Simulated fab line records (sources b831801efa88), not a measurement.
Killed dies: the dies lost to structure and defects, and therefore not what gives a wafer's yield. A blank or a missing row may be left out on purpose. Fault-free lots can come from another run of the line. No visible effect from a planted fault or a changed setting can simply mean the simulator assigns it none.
The tool behind it: which one? / flow gf180mcu / Sampling: 11 lots, 33 wafers, 5 of 602 route steps

== WHAT THE GAUGES READ, wafer by wafer ==
GF_V3_OVL_MEAS_15. Usual: V3_OVL typically reads 2 nm, with standard deviation 5.2.
lot=L804; measured=day 22 23:48; on=overlay-01; V3_OVL (nm)=-7 1 -2; flag=
lot=L805; measured=day 23 06:37; on=overlay-01; V3_OVL (nm)=9 7 -3; flag=
lot=L810; measured=day 25 04:24; on=overlay-02; V3_OVL (nm)=5 -2 -3; flag=
lot=L811; measured=day 25 13:05; on=overlay-01; V3_OVL (nm)=4 6 1; flag=
lot=L816; measured=day 27 01:02; on=overlay-01; V3_OVL (nm)=12 8 10; flag=
lot=L817; measured=day 27 06:56; on=overlay-02; V3_OVL (nm)=10 7 -1; flag=
lot=L819; measured=day 28 02:48; on=overlay-02; V3_OVL (nm)=2 -8 -7; flag=
lot=L820; measured=day 28 10:42; on=overlay-01; V3_OVL (nm)=2 10 6; flag=
lot=L821; measured=day 28 23:26; on=overlay-01; V3_OVL (nm)=-6 5 -1; flag=
lot=L823; measured=day 29 04:27; on=overlay-02; V3_OVL (nm)=1 11 10; flag=
lot=L826; measured=day 30 03:11; on=overlay-02; V3_OVL (nm)=0 3 0; flag=

GF_M4_OVL_MEAS_15. Usual: M4_OVL typically reads -1 nm, with standard deviation 5.
lot=L804; measured=day 24 01:04; on=overlay-02; M4_OVL (nm)=10 9 1; flag=
lot=L805; measured=day 24 07:00; on=overlay-01; M4_OVL (nm)=1 -3 1; flag=
lot=L810; measured=day 26 02:47; on=overlay-02; M4_OVL (nm)=-6 -6 -8; flag=
lot=L811; measured=day 26 12:15; on=overlay-01; M4_OVL (nm)=3 -8 0; flag=
lot=L816; measured=day 27 22:51; on=overlay-01; M4_OVL (nm)=5 -7 2; flag=
lot=L817; measured=day 28 04:55; on=overlay-02; M4_OVL (nm)=1 -5 1; flag=
lot=L819; measured=day 29 00:36; on=overlay-01; M4_OVL (nm)=-1 -2 -2; flag=
lot=L820; measured=day 29 08:53; on=overlay-01; M4_OVL (nm)=41 48 40 44 52 44; flag=OFF
lot=L821; measured=day 29 19:48; on=overlay-02; M4_OVL (nm)=-6 3 2; flag=
lot=L823; measured=day 30 00:55; on=overlay-02; M4_OVL (nm)=-6 2 -4; flag=
lot=L826; measured=day 30 23:17; on=overlay-02; M4_OVL (nm)=50 39 45 53 44 50; flag=OFF

== EACH LOT AND THE TOOL THAT RAN IT (in order: tool; ch and the chambers of the sampled wafers; start) ==
lot=L804; GF_M3_SPUTTER_03=pvd-sputter-04, day 20 23:25; GF_M3_METAL_ETCH_16=rie-metal-02 ch 0,1, day 21 23:10; GF_M4_EXPOSE_11=krf-scanner-01 ch 0, day 23 13:01
lot=L805; GF_M3_SPUTTER_03=pvd-sputter-01, day 21 06:39; GF_M3_METAL_ETCH_16=rie-metal-02 ch 0,1, day 22 06:10; GF_M4_EXPOSE_11=krf-scanner-01 ch 0, day 23 20:20
lot=L810; GF_M3_SPUTTER_03=pvd-sputter-04, day 23 06:03; GF_M3_METAL_ETCH_16=rie-metal-02 ch 0,1, day 24 05:17; GF_M4_EXPOSE_11=krf-scanner-02 ch 0, day 25 16:42
lot=L811; GF_M3_SPUTTER_03=pvd-sputter-04, day 23 15:41; GF_M3_METAL_ETCH_16=rie-metal-03 ch 0,1, day 24 13:53; GF_M4_EXPOSE_11=krf-scanner-02 ch 0, day 26 02:17
lot=L816; GF_M3_SPUTTER_03=pvd-sputter-04, day 25 05:23; GF_M3_METAL_ETCH_16=rie-metal-04 ch 0,1, day 26 03:13; GF_M4_EXPOSE_11=krf-scanner-02 ch 0, day 27 12:40
lot=L817; GF_M3_SPUTTER_03=pvd-sputter-02, day 25 11:30; GF_M3_METAL_ETCH_16=rie-metal-02 ch 0,1, day 26 09:02; GF_M4_EXPOSE_11=krf-scanner-01 ch 0, day 27 19:26
lot=L819; GF_M3_SPUTTER_03=pvd-sputter-01, day 26 07:56; GF_M3_METAL_ETCH_16=rie-metal-03 ch 1, day 27 05:14; GF_M4_EXPOSE_11=krf-scanner-01 ch 0, day 28 14:49
lot=L820; GF_M3_SPUTTER_03=pvd-sputter-02, day 26 17:12; GF_M3_METAL_ETCH_16=rie-metal-04 ch 0,1, day 27 13:07; GF_M4_EXPOSE_11=krf-scanner-01 ch 0, day 28 23:33
lot=L821; GF_M3_SPUTTER_03=pvd-sputter-02, day 27 04:36; GF_M3_METAL_ETCH_16=rie-metal-02 ch 0,1, day 28 01:13; GF_M4_EXPOSE_11=krf-scanner-02 ch 0, day 29 10:27
lot=L823; GF_M3_SPUTTER_03=pvd-sputter-04, day 27 11:22; GF_M3_METAL_ETCH_16=rie-metal-04 ch 0, day 28 07:29; GF_M4_EXPOSE_11=krf-scanner-02 ch 0, day 29 15:40
lot=L826; GF_M3_SPUTTER_03=pvd-sputter-02, day 28 11:01; GF_M3_METAL_ETCH_16=rie-metal-04 ch 0,1, day 29 06:38; GF_M4_EXPOSE_11=krf-scanner-01 ch 0, day 30 14:27
- GF_M3_SPUTTER_03: material Ti, target thk 10 nm, time 6.7 s.
- GF_M3_METAL_ETCH_16: etches the open film in Cl2/BCl3, stops on SiO2, target depth 750.8 nm, time 125.1 s.
- GF_M4_EXPOSE_11: exposes mask Metal4, target cd 280 nm.

== AS READ BY THE TOOLS THEMSELVES (means over the sampled wafers that have a number; for cases with no such wafer, the mark the record gives instead) ==
GF_M3_SPUTTER_03. Usual: chamber-pressure-pa 0.3001 Pa, standard deviation 0.00068; substrate-temp-c 299.97 C, standard deviation 0.19; throttle-valve-pct 30.1 %, standard deviation 0.74.
lot=L804; tool=pvd-sputter-04; chamber-pressure-pa (Pa)=0.3008; substrate-temp-c (C)=299.99; throttle-valve-pct (%)=30.8; flag=
lot=L805; tool=pvd-sputter-01; chamber-pressure-pa (Pa)=0.3000; substrate-temp-c (C)=299.95; throttle-valve-pct (%)=29.7; flag=
lot=L810; tool=pvd-sputter-04; chamber-pressure-pa (Pa)=0.2996; substrate-temp-c (C)=300.02; throttle-valve-pct (%)=30.3; flag=
lot=L811; tool=pvd-sputter-04; chamber-pressure-pa (Pa)=0.2997; substrate-temp-c (C)=300.12; throttle-valve-pct (%)=30.6; flag=
lot=L816; tool=pvd-sputter-04; chamber-pressure-pa (Pa)=0.3003; substrate-temp-c (C)=299.97; throttle-valve-pct (%)=30.9; flag=
lot=L817; tool=pvd-sputter-02; chamber-pressure-pa (Pa)=0.2997; substrate-temp-c (C)=299.93; throttle-valve-pct (%)=29.6; flag=
lot=L819; tool=pvd-sputter-01; chamber-pressure-pa (Pa)=0.3006; substrate-temp-c (C)=299.90; throttle-valve-pct (%)=29.5; flag=
lot=L820; tool=pvd-sputter-02; chamber-pressure-pa (Pa)=0.3002; substrate-temp-c (C)=300.23; throttle-valve-pct (%)=30.4; flag=
lot=L821; tool=pvd-sputter-02; chamber-pressure-pa (Pa)=0.3003; substrate-temp-c (C)=299.88; throttle-valve-pct (%)=29.9; flag=
lot=L823; tool=pvd-sputter-04; chamber-pressure-pa (Pa)=0.2999; substrate-temp-c (C)=299.89; throttle-valve-pct (%)=30.2; flag=
lot=L826; tool=pvd-sputter-02; chamber-pressure-pa (Pa)=0.2992; substrate-temp-c (C)=299.95; throttle-valve-pct (%)=30.5; flag=

GF_M3_METAL_ETCH_16. Usual: drypump-motor-current-A 5.66 A, standard deviation 0.25; oes-product-au 0.988 a.u., standard deviation 0.0073; rf-fwd-power-W 796.3 W, standard deviation 2.6; throttle-valve-pct 28.233 %, standard deviation 0.011.
lot=L804; tool=rie-metal-02; drypump-motor-current-A (A)=5.46; oes-product-au (a.u.)=0.995; rf-fwd-power-W (W)=796.4; throttle-valve-pct (%)=28.220; flag=
lot=L805; tool=rie-metal-02; drypump-motor-current-A (A)=5.44; oes-product-au (a.u.)=0.991; rf-fwd-power-W (W)=794.8; throttle-valve-pct (%)=28.235; flag=
lot=L810; tool=rie-metal-02; drypump-motor-current-A (A)=5.44; oes-product-au (a.u.)=0.987; rf-fwd-power-W (W)=797.1; throttle-valve-pct (%)=28.243; flag=
lot=L811; tool=rie-metal-03; drypump-motor-current-A (A)=5.91; oes-product-au (a.u.)=0.984; rf-fwd-power-W (W)=794.6; throttle-valve-pct (%)=28.240; flag=
lot=L816; tool=rie-metal-04; drypump-motor-current-A (A)=5.71; oes-product-au (a.u.)=0.993; rf-fwd-power-W (W)=795.9; throttle-valve-pct (%)=28.226; flag=
lot=L817; tool=rie-metal-02; drypump-motor-current-A (A)=5.44; oes-product-au (a.u.)=0.980; rf-fwd-power-W (W)=797.4; throttle-valve-pct (%)=28.245; flag=
lot=L819; tool=rie-metal-03; drypump-motor-current-A (A)=5.80; oes-product-au (a.u.)=0.979; rf-fwd-power-W (W)=793.7; throttle-valve-pct (%)=28.248; flag=
lot=L820; tool=rie-metal-04; drypump-motor-current-A (A)=5.71; oes-product-au (a.u.)=0.993; rf-fwd-power-W (W)=795.6; throttle-valve-pct (%)=28.236; flag=
lot=L821; tool=rie-metal-02; drypump-motor-current-A (A)=5.46; oes-product-au (a.u.)=0.984; rf-fwd-power-W (W)=795.2; throttle-valve-pct (%)=28.244; flag=
lot=L823; tool=rie-metal-04; drypump-motor-current-A (A)=5.51; oes-product-au (a.u.)=0.992; rf-fwd-power-W (W)=795.5; throttle-valve-pct (%)=28.225; flag=
lot=L826; tool=rie-metal-04; drypump-motor-current-A (A)=5.70; oes-product-au (a.u.)=0.979; rf-fwd-power-W (W)=794.9; throttle-valve-pct (%)=28.235; flag=

GF_M4_EXPOSE_11. Usual: exposure-dose-mJ-cm2 at 27.97, with a standard deviation of 0.031.
lot=L804 tool=krf-scanner-01 exposure-dose-mJ-cm2=27.99 flag=
lot=L805 tool=krf-scanner-01 exposure-dose-mJ-cm2=27.94 flag=
lot=L810 tool=krf-scanner-02 exposure-dose-mJ-cm2=27.99 flag=
lot=L811 tool=krf-scanner-02 exposure-dose-mJ-cm2=27.99 flag=
lot=L816 tool=krf-scanner-02 exposure-dose-mJ-cm2=27.96 flag=
lot=L817 tool=krf-scanner-01 exposure-dose-mJ-cm2=27.95 flag=
lot=L819 tool=krf-scanner-01 exposure-dose-mJ-cm2=27.94 flag=
lot=L820 tool=krf-scanner-01 exposure-dose-mJ-cm2=27.95 flag=
lot=L821 tool=krf-scanner-02 exposure-dose-mJ-cm2=27.98 flag=
lot=L823 tool=krf-scanner-02 exposure-dose-mJ-cm2=27.98 flag=
lot=L826 tool=krf-scanner-01 exposure-dose-mJ-cm2=27.91 flag=

== THE ANSWER, worked out from the rows above alone ==
Rule: a lot counts as off when the mean over its wafers that have a number is more than 3 standard deviations away from the usual mean. A lot without any number at a reading at which 4 lots or more have one is off too. Any other lot the step has rows for is counted as sound. After the gauges, taken in route order, come the tools' own readings; for these a lot's mean is taken, as printed above. The first step at which some lot is off is used, and at that step the reading that is off furthest; a lot without a number counts as furthest.
Off: at GF_M4_OVL_MEAS_15 (M4_OVL), L820, L826.
A tool fits if, at a process step before that reading, it ran every lot that is off, and no sound lot after the first of them. The gauges at GF_M4_OVL_MEAS_15 are tried like those tools. One fits: krf-scanner-01 at GF_M4_EXPOSE_11. Its last sound lot is L819 (day 28 14:49), its first lot that is off L820 (day 28 23:33): a fault that began between those two fits.

== WHAT THE SIMULATOR PUT IN ==
Scanner matching overlay: krf-scanner-01, from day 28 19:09 on, at GF_M4_EXPOSE_11. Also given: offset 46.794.
Lots struck among those shown: L820, L826. The same result came from the rule above.
